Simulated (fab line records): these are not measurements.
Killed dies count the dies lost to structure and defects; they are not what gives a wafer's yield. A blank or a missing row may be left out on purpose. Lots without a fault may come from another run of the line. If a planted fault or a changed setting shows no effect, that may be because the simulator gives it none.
fab line records    flow sky130
[record] lots = 6  wafers = 18  last-day = 50
route steps=708 shown VIA4@645
lots untouched by any fault: they come from a run of this same line in which no faults occurred
start-h: start of the lot's first displayed wafer, in hours after the record's first day    wait-h: hours since the lot's step before    " same as the row above    L1.1+2: one row covering several wafers at once    - no value, or no start was given    * or withheld: withheld    < > ~ a bound
route shown NAME@n: a module of which the file shows steps, and the number in the route of the first    usual: mean/standard deviation taken from wafers without a fault    same: alike in all rows    chamber/n: place in a boat    sites: each site's reading    _std_site: standard deviation across them    _edge_site: inner sites' mean taken away from outer sites' mean    radius-mm: how far each site lies from the wafer's centre    mask NAME#n: copy n    behind: the most recent tool/chamber to have shaped the wafer    hold: cause of the lot's hold/its duration in hours/its outcome    device: which transistor (n, p or np) failed to switch    end of line: the route-end tests of the same wafers    where a step has no rows: the recipe by itself    killed: count of dies lost to structure and defects at first sort (not the wafer's yield)    map: the dies of a wafer, with x for killed, . for not killed, _ for no die there
set.NAME: the setting the step ran with; set.NAME@STEP: the setting that earlier step ran with    model.NAME: the simulator's own value behind a step, which no gauge read
lots seen at some steps along the route; tables by step, rows by wafer
services: a tool's chamber out of use, with start hour (start-h, from the record's first day; less than 0 if before it), hours out, and reason
[[steps]]
[step SKY_VIA4_COAT_06]
[recipe] resist = NOVOLAK  spin-rpm = 3000  resist-thk-nm = 1140
[step SKY_VIA4_SOFTBAKE_07]
[recipe] temp-c = 90  time-s = 60  resist = NOVOLAK
[step SKY_VIA4_EXPOSE_08]
[recipe] mask-id = VIM4  na = 0.6  source-shape = conventional  sigma-outer = 0.6  polarization = unpolarized  target-cd-nm = 800  dose-mj = 132
[step SKY_VIA4_PEB_09]
[recipe] temp-c = withheld  time-s = *  resist = NOVOLAK
[step SKY_VIA4_DEVELOP_10]
[recipe] resist = NOVOLAK  developer = TMAH  develop-time-s = 60  dev-temp-c = 23
[step SKY_VIA4_OVL_MEAS_11]
[usual] VIA4_OVL = 0.7/1.6
lot.wafer  tool        chamber  start-h  wait-h  VIA4_OVL[nm]
L998.2     overlay-01  -        1003.37  0.1     0.0
L998.4     "           -        "        "       0.7
L998.6     "           -        "        "       2.0
L100.1     overlay-02  -        1016.09  0.1     1.5
L100.5     "           -        "        "       0.6
L100.6     "           -        "        "       2.9
L110.2     overlay-01  -        1080.98  0.1     -0.5
L110.3     "           -        "        "       -1.3
L110.4     "           -        "        "       0.7
L111.1     overlay-02  -        1094.99  0.1     -2.5
L111.4     "           -        "        "       -0.1
L111.6     "           -        "        "       0.4
L112.1     overlay-02  -        1111.62  0.1     2.8
L112.3     "           -        "        "       -1.0
L112.4     "           -        "        "       0.7
L120.1     overlay-02  -        1151.82  0.1     0.6
L120.5     "           -        "        "       -1.0
L120.6     "           -        "        "       -1.9
[step SKY_VIA4_ETCH_12]
[recipe] target = SiO2  chemistry = C4F8/O2/Ar  stop-on = TiN  mask-material = NOVOLAK  source-w = 1500  bias-w = 1200  pressure-mtorr = 40  c4f8-flow-sccm = withheld  O2_flow_sccm = 6  Ar_flow_sccm = 300  time-s = withheld  target-depth-a = 5800
[usual] oes-product-au = 0.925/0.0046
lot.wafer  tool         chamber  start-h  wait-h  oes-product-au
L998.2     rie-diel-02  0        1003.40  0.0     0.917
L998.4     "            3        "        "       0.930
L998.6     "            2        "        "       0.927
L100.1     rie-diel-04  3        1016.12  0.0     0.923
L100.5     "            2        "        "       0.928
L100.6     "            0        "        "       0.924
L110.2     rie-diel-04  3        1081.01  0.0     0.923
L110.3     "            2        "        "       0.933
L110.4     "            3        "        "       0.919
L111.1     rie-diel-01  2        1095.02  0.0     0.923
L111.4     "            0        "        "       0.921
L111.6     "            3        "        "       0.924
L112.1     rie-diel-02  3        1111.66  0.0     0.918
L112.3     "            0        "        "       0.923
L112.4     "            3        "        "       0.922
L120.1     rie-diel-02  1        1151.86  0.0     0.923
L120.5     "            1        "        "       0.923
L120.6     "            0        "        "       0.926
[step SKY_VIA4_STRIP_13]
[recipe] chemistry = O2/N2  power-w = 1400  pressure-mtorr = 1500  platen-temp-c = withheld  o2-flow-sccm = 3000  n2-flow-sccm = 300  overash-fraction = 0.5
[usual] drypump-motor-current-A = 5.61/0.27  oes-product-au = 0.709/0.0048  strip-time-to-endpoint-s = 12.817/0.026
lot.wafer  tool             chamber  start-h  wait-h  drypump-motor-current-A  oes-product-au  rf-hours-counter-h  strip-time-to-endpoint-s
L998.2     plasma-asher-04  1        1003.48  -       6.09                     0.706           121                 12.824
L998.4     "                1        "        "       6.10                     0.705           -                   12.850
L998.6     "                0        "        "       5.73                     0.698           -                   12.840
L100.1     plasma-asher-03  0        1016.19  -       5.31                     0.707           62                  12.784
L100.5     "                1        "        "       5.77                     0.710           -                   12.815
L100.6     "                0        "        "       5.32                     0.709           -                   12.780
L110.2     plasma-asher-02  0        1081.08  -       5.25                     0.712           93                  12.828
L110.3     "                1        "        "       5.62                     0.706           -                   12.822
L110.4     "                0        "        "       5.27                     0.711           -                   12.791
L111.1     plasma-asher-02  0        1095.09  -       5.25                     0.703           94                  12.790
L111.4     "                0        "        "       5.28                     0.702           -                   12.816
L111.6     "                0        "        "       5.28                     0.711           -                   12.865
L112.1     plasma-asher-04  0        1111.73  -       5.76                     0.703           5                   12.788
L112.3     "                1        "        "       6.10                     0.703           -                   12.806
L112.4     "                0        "        "       5.71                     0.709           -                   12.796
L120.1     plasma-asher-03  1        1151.93  -       5.75                     0.716           72                  12.803
L120.5     "                1        "        "       5.73                     0.704           -                   12.778
L120.6     "                0        "        "       5.30                     0.702           -                   12.832
[step SKY_VIA4_STRIP_14]
[recipe] chemistry = post-etch-residue-remover  time-s = 1200  temp-c = 72.5
[step SKY_VIA4_CLEAN_15]
[recipe] chemistry = IPA  time-s = 180  temp-c = 25
[step SKY_VIA4_CLEAN_16]
[recipe] chemistry = O3/DIW  dry = n2-spin
[step SKY_VIA4_SPUTTER_17]
[recipe] material = TiN  target-thk-nm = 20  chamber-pressure-pa = 5  power-w = 4000  time-s = 80
[usual] throttle-valve-pct = 29.9/0.97
lot.wafer  tool            chamber  start-h  wait-h  throttle-valve-pct
L998.2     pvd-sputter-04  -        1004.68  0.0     29.2
L998.4     "               -        "        "       29.9
L998.6     "               -        "        "       31.3
L100.1     pvd-sputter-01  -        1016.79  0.0     31.4
L100.5     "               -        "        "       31.2
L100.6     "               -        "        "       28.6
L110.2     pvd-sputter-03  -        1081.67  0.0     31.1
L110.3     "               -        "        "       30.1
L110.4     "               -        "        "       30.4
L111.1     pvd-sputter-01  -        1095.73  0.0     28.5
L111.4     "               -        "        "       30.9
L111.6     "               -        "        "       30.8
L112.1     pvd-sputter-01  -        1112.37  0.0     31.0
L112.3     "               -        "        "       28.7
L112.4     "               -        "        "       28.5
L120.1     pvd-sputter-04  -        1152.57  0.0     30.7
L120.5     "               -        "        "       29.0
L120.6     "               -        "        "       30.7
[step SKY_VIA4_CVD_18]
[recipe] material = W  target-thk-nm = 505  time-s = 152.14  temp-c = 400  pressure-torr = 40
[usual] chamber-pressure-Torr = 40.00/0.09  heater-power-w = 811/73
lot.wafer  tool      chamber  start-h  wait-h  chamber-pressure-Torr  heater-power-w  model.W_of_VIA4_CVD_18.thk-nm
L998.2     cvd-w-02  0        1004.75  0.0     40.02                  779             501.2
L998.4     "         1        "        "       40.03                  801             507.8
L998.6     "         1        "        "       39.96                  760             509.4
L100.1     cvd-w-01  1        1016.85  0.0     40.04                  957             505.3
L100.5     "         1        "        "       39.90                  955             503.6
L100.6     "         0        "        "       39.97                  800             506
L110.2     cvd-w-02  0        1081.73  0.0     39.96                  776             500.6
L110.3     "         0        "        "       39.94                  785             502.5
L110.4     "         1        "        "       37.94                  771             491.2
L111.1     cvd-w-02  0        1095.79  0.0     40.06                  785             504.8
L111.4     "         1        "        "       38.04                  746             492.2
L111.6     "         0        "        "       40.12                  787             497.2
L112.1     cvd-w-01  0        1112.43  0.0     39.94                  796             503.8
L112.3     "         1        "        "       39.95                  977             502.1
L112.4     "         0        "        "       39.99                  813             504.4
L120.1     cvd-w-02  1        1152.63  0.0     40.08                  777             500.4
L120.5     "         1        "        "       40.03                  772             503.5
L120.6     "         1        "        "       40.08                  779             505.6
[step SKY_VIA4_RS_MEAS_19]
[recipe] thk-meas-gauge = four-point-probe  reads = W_of_VIA4_CVD_18+TiN_of_VIA4_SPUTTER_17
[usual] VIA4_W_RS = 0.2269/0.0021
lot.wafer  tool           chamber  start-h  wait-h  VIA4_W_RS[ohm/sq]
L998.2     film-metro-01  -        1004.92  0.1     0.2281
L998.4     "              -        "        "       0.2258
L998.6     "              -        "        "       0.2246
L100.1     film-metro-01  -        1017.00  0.1     0.2265
L100.5     "              -        "        "       0.2270
L100.6     "              -        "        "       0.2261
L110.2     film-metro-01  -        1081.90  0.1     0.2280
L110.3     "              -        "        "       0.2277
L110.4     "              -        "        "       0.2332
L111.1     film-metro-02  -        1095.94  0.1     0.2269
L111.4     "              -        "        "       0.2323
L111.6     "              -        "        "       0.2305
L112.1     film-metro-01  -        1112.58  0.1     0.2269
L112.3     "              -        "        "       0.2277
L112.4     "              -        "        "       0.2264
L120.1     film-metro-04  -        1152.93  0.3     0.2288
L120.5     "              -        "        "       0.2276
L120.6     "              -        "        "       0.2263
[step SKY_VIA4_THK_MEAS_20]
[recipe] thk-meas-gauge = xrf  reads = W_of_VIA4_CVD_18
[usual] VIA4_W_THK = 501/7.5
lot.wafer  tool           chamber  start-h  wait-h  VIA4_W_THK[nm]
L998.2     film-metro-01  -        1005.03  0.1     499
L998.4     "              -        "        "       507
L998.6     "              -        "        "       507
L100.1     film-metro-01  -        1017.12  0.1     513
L100.5     "              -        "        "       506
L100.6     "              -        "        "       513
L110.2     film-metro-01  -        1082.01  0.1     501
L110.3     "              -        "        "       505
L110.4     "              -        "        "       492
L111.1     film-metro-02  -        1096.06  0.1     498
L111.4     "              -        "        "       489
L111.6     "              -        "        "       494
L112.1     film-metro-01  -        1112.70  0.1     511
L112.3     "              -        "        "       508
L112.4     "              -        "        "       511
L120.1     film-metro-04  -        1153.05  0.1     490
L120.5     "              -        "        "       495
L120.6     "              -        "        "       499
[[services]]
tool             chamber  start-h  hours  kind
rie-diel-04      0        982.83   8.3    repair
rie-diel-04      -        998.18   14.6   pm
rie-diel-02      2        1013.35  41.0   repair
rie-diel-04      1        1014.09  10.5   repair
rie-diel-02      1        1021.42  100.9  repair
plasma-asher-03  -        1036.43  1.5    repair
pvd-sputter-01   -        1049.50  9.5    repair
rie-diel-04      2        1049.63  17.6   repair
pvd-sputter-01   -        1052.49  3.2    repair
plasma-asher-04  -        1055.27  9.0    pm
plasma-asher-03  -        1065.78  2.9    repair
cvd-w-01         -        1068.67  3.8    pm
plasma-asher-03  -        1068.72  15.6   pm
cvd-w-01         -        1073.62  6.0    pm
pvd-sputter-04   -        1078.37  1.7    repair
cvd-w-01         -        1082.00  1.6    repair
rie-diel-02      -        1093.14  3.0    repair
pvd-sputter-04   -        1093.93  3.8    repair
rie-diel-02      0        1095.37  5.4    repair
cvd-w-02         -        1104.27  0.9    repair
plasma-asher-02  -        1131.32  2.8    pm
cvd-w-01         -        1138.71  1.6    repair
cvd-w-02         0        1149.04  4.0    repair
rie-diel-02      0        1152.69  1.6    repair
[[key]]
[first-sign] step = SKY_VIA4_CVD_18  reading = chamber-pressure-Torr  direction = down  sigmas = 22  usual = 40.00  struck = 37.99
[effect] step = SKY_VIA4_RS_MEAS_19  reading = VIA4_W_RS  direction = up  sigmas = 2.8  usual = 0.2269  struck = 0.2327
[model-effect] step = SKY_VIA4_CVD_18  value = W_of_VIA4_CVD_18.thk-nm  without = 504.7  struck = 491.7
met-at SKY_VIA4_CVD_18
struck-wafers L110.4,L111.4
onset-between 1004.75 1081.73
[fault] kind = process-parameter-drift  tool = cvd-w-02  chamber = 1  onset-h = 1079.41  steps = SKY_VIA4_CVD_18  channel = pressure-torr  offset = -2.0444  shape = step  end-h = 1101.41  acts-in = these-recipes-only  stated = 40
